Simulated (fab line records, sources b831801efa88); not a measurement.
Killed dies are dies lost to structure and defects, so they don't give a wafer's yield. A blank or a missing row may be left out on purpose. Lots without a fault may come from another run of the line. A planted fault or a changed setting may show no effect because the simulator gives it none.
Which tool did it? | flow sky130 | 7 lots, 21 wafers sampled, at 4 steps of a route of 708

WHAT THE GAUGES READ, wafer by wafer
SKY_METAL3_CD_MEAS_13: target cd 300 nm.
lot  | measured     | on        | cd_nm (nm)
L850 | day 39 06:16 | cd_sem-01 | 302.0 300.2 301.8
L853 | day 39 19:55 | cd_sem-02 | 304.3 305.2 303.7
L855 | day 40 22:29 | cd_sem-02 | 297.4 298.1 298.5
L857 | day 41 17:26 | cd_sem-02 | 297.3 298.1 297.3
L865 | day 43 14:29 | cd_sem-01 | 300.9 301.4 301.2
L868 | day 44 00:45 | cd_sem-02 | 300.0 261.4 261.9
L871 | day 45 07:53 | cd_sem-02 | 299.9 298.5 299.8

WHICH TOOL RAN EACH LOT (tool, then ch and the chambers of the sampled wafers, then the start)
lot  | SKY_VIA2_SPUTTER_20          | SKY_METAL3_SPUTTER_01        | SKY_METAL3_EXPOSE_10
L850 | pvd_sputter-02, day 37 01:55 | pvd_sputter-04, day 37 02:37 | krf_scanner-01 ch 0, day 38 17:22
L853 | pvd_sputter-03, day 37 17:05 | pvd_sputter-02, day 37 17:47 | krf_scanner-02 ch 0, day 39 08:38
L855 | pvd_sputter-02, day 38 21:31 | pvd_sputter-01, day 38 22:13 | krf_scanner-01 ch 0, day 40 11:16
L857 | pvd_sputter-01, day 39 16:05 | pvd_sputter-02, day 39 16:47 | krf_scanner-02 ch 0, day 41 07:13
L865 | pvd_sputter-02, day 41 14:04 | pvd_sputter-01, day 41 14:47 | krf_scanner-02 ch 0, day 43 03:05
L868 | pvd_sputter-02, day 42 00:49 | pvd_sputter-01, day 42 01:31 | krf_scanner-02 ch 0, day 43 13:56
L871 | pvd_sputter-03, day 43 10:25 | pvd_sputter-02, day 43 11:07 | krf_scanner-01 ch 0, day 44 20:19
- SKY_VIA2_SPUTTER_20: material TiN, target thk 20 nm, time 80 s.
- SKY_METAL3_SPUTTER_01: material TiN, target thk 20 nm, time 16.7 s.
- SKY_METAL3_EXPOSE_10: exposes mask MM3, target cd 300 nm.

THE ANSWER, worked out from the rows above alone
Rule: what is usual is taken from the lots themselves. Put in order of their means at a reading, lots are off if they are a third of the lots or fewer, leave a main group of 4 or more, and stand apart from it by a gap of 3 or more times the standard deviation of the main group's means; of several such gaps the widest counts. A main group whose means are all the same, to the digits that the tables above print for the reading, isn't used. A lot without any number at a reading at which 4 lots or more have one is off too. The other lots that the step has rows for count as sound.
Off: L868, at SKY_METAL3_CD_MEAS_13 (cd_nm). The main group: mean 300.3 nm, standard deviation 2.3.
A tool fits if, at a process step before that reading, it ran every lot that is off, and no sound lot after the first of them. The gauges at SKY_METAL3_CD_MEAS_13 are tried like those tools. Can't be told from this: 3 tools fit, pvd_sputter-02 at SKY_VIA2_SPUTTER_20, pvd_sputter-01 at SKY_METAL3_SPUTTER_01, krf_scanner-02 at SKY_METAL3_EXPOSE_10.

WHAT THE SIMULATOR HAD PUT IN
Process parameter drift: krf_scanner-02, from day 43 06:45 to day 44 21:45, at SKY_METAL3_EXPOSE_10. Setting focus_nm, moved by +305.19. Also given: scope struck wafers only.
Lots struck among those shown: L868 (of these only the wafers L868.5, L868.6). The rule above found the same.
